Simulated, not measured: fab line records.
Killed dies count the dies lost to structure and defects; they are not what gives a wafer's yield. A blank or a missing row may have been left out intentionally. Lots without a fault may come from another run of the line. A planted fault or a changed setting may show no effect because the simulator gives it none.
Matching of chambers	flow sky130	4 sister chambers for SKY_LI_CONTACT_CMP_24 on cmp-02
The step polishes, stops on PSG, t overpolish 20 s, target thk 0 nm. 16 wafers are shown with their chamber, then 8 later ones without.

WAFERS, EACH WITH ITS CHAMBER
wafer	chamber	motor current A (A)	overpolish run s (s)	time to endpoint s (s)
L796.2	1	12.1	20.013	102
L796.3	0	10.4	19.997	96
L796.5	0	10.9	19.993	97
L798.1	3	11.6	20.007	96
L798.5	0	10.2	20.016	97
L798.6	3	12.1	20.015	98
L800.2	3	11.7	20.024	99
L800.3	1	12.2	19.996	96
L800.4	0	10.5	20.005	99
L804.3	1	12.6	20.006	101
L804.4	3	12.7	19.997	98
L804.5	2	13.1	19.988	100
L813.1	3	12.0	20.007	95
L813.2	1	12.2	20.015	98
L813.6	0	11.0	19.993	96
L815.2	0	9.9	20.005	97

SIGNATURES, as means of the wafers listed above
reading	chamber 0	chamber 1	chamber 2	chamber 3	scatter within a chamber
motor current A	10.483	12.275	13.100	12.020	0.383
overpolish run s	20.00150	20.00750	19.98800	20.01000	0.00926
time to endpoint s	97.00	99.25	100.00	97.20	1.82
Rule: a wafer lies at a distance from a chamber equal to the root of the sum of squares, over the readings, of (its reading less the chamber's mean, divided by the reading's scatter). If the next closest chamber is less than 2 further off than the closest, the wafer can't be placed; otherwise it belongs to the closest. How the scatter is found: for the shown wafers, subtract from each reading the mean of its chamber, square and add these, divide the total by (wafers less chambers), then take the root.

WAFERS WHOSE CHAMBER IS MISSING
wafer	motor current A (A)	overpolish run s (s)	time to endpoint s (s)
L815.3	13.4	20.006	97
L815.4	12.4	19.988	101
L817.1	12.2	20.005	94
L817.5	12.8	20.006	96
L817.6	12.0	20.006	98
L819.1	11.8	20.007	101
L819.2	13.4	20.004	98
L819.5	12.5	19.997	97

EACH ONE'S CHAMBER
wafer	from the rows above	in truth
L815.3	can't be placed: 2 or 1 or 3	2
L815.4	can't be placed: 2 or 1 or 3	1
L817.1	can't be placed: 3 or 1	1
L817.5	can't be placed: 3 or 1 or 2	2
L817.6	can't be placed: 3 or 1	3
L819.1	can't be placed: 1 or 3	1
L819.2	can't be placed: 2 or 1 or 3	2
L819.5	can't be placed: 1 or 3 or 2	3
Correct placement for 0 of the 8. Not placeable from these rows: 8 (in 8, the candidates include the true chamber). Wrongly placed: 0.
